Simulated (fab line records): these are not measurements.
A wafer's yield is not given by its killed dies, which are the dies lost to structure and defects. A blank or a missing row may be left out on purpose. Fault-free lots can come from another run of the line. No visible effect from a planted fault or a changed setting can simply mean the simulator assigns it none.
Which tool was responsible? :: flow sky130 :: 37 wafers sampled from 13 lots at 1 step of a route of 708

## WHAT EACH GAUGE READ, for each wafer
SKY_LI_CONTACT_BOW_MEAS_03. Usual: for LI_CONTACT_BOW the level is 56 um and the standard deviation is 7.
lot: L877
measured: day 27 23:05
on: film metro-02
LI_CONTACT_BOW (um): 44 69 55
flag: 

lot: L878
measured: day 28 08:10
on: film metro-04
LI_CONTACT_BOW (um): 61 53 67
flag: 

lot: L879
measured: day 28 11:20
on: film metro-01
LI_CONTACT_BOW (um): 54 63 48
flag: 

lot: L881
measured: day 29 14:59
on: film metro-04
LI_CONTACT_BOW (um): 65 63 46
flag: 

lot: L882
measured: day 29 16:01
on: film metro-01
LI_CONTACT_BOW (um): 63 57 56
flag: 

lot: L883
measured: day 29 22:57
on: film metro-01
LI_CONTACT_BOW (um): 60 62 42
flag: 

lot: L884
measured: day 30 09:55
on: film metro-04
LI_CONTACT_BOW (um): 59 63 59
flag: 

lot: L891
measured: day 32 20:44
on: film metro-02
LI_CONTACT_BOW (um): 52 60 62
flag: 

lot: L892
measured: day 33 04:24
on: film metro-02
LI_CONTACT_BOW (um): 53 58
flag: 

lot: L893
measured: day 33 19:37
on: film metro-01
LI_CONTACT_BOW (um): 57 54 55
flag: 

lot: L894
measured: day 33 21:34
on: film metro-01
LI_CONTACT_BOW (um): 51 57
flag: 

lot: L897
measured: day 34 16:36
on: film metro-02
LI_CONTACT_BOW (um): 54 56 44
flag: 

lot: L898
measured: day 35 16:44
on: film metro-04
LI_CONTACT_BOW (um): 64 43 53
flag: 

## TOOL THAT RAN EACH LOT (tool first, then ch and the chambers of the sampled wafers, then the start)
Before these readings, the record contains no process step.

## WHAT THE TOOLS THEMSELVES READ (means of the sampled wafers that have a number; where no wafer has one, the mark that the record gives instead)
The record holds no such reading with a usual standard deviation.

## THE ANSWER, worked out from the rows above alone
Rule: a lot is off if the mean of its wafers that have a number lies more than 3 standard deviations from the usual mean. A lot without any number at a reading at which 4 lots or more have one is off too. Where the step has rows for the other lots, those lots are counted as sound. After the gauges, taken in route order, come the tools' own readings; for these a lot's mean is taken, as printed above. At the first step where some lot is off, the reading lying furthest off is the one used; lots without a number count as furthest.
No lot is off at any reading shown: from this, nothing can be told.

## WHAT WAS PUT IN BY THE SIMULATOR
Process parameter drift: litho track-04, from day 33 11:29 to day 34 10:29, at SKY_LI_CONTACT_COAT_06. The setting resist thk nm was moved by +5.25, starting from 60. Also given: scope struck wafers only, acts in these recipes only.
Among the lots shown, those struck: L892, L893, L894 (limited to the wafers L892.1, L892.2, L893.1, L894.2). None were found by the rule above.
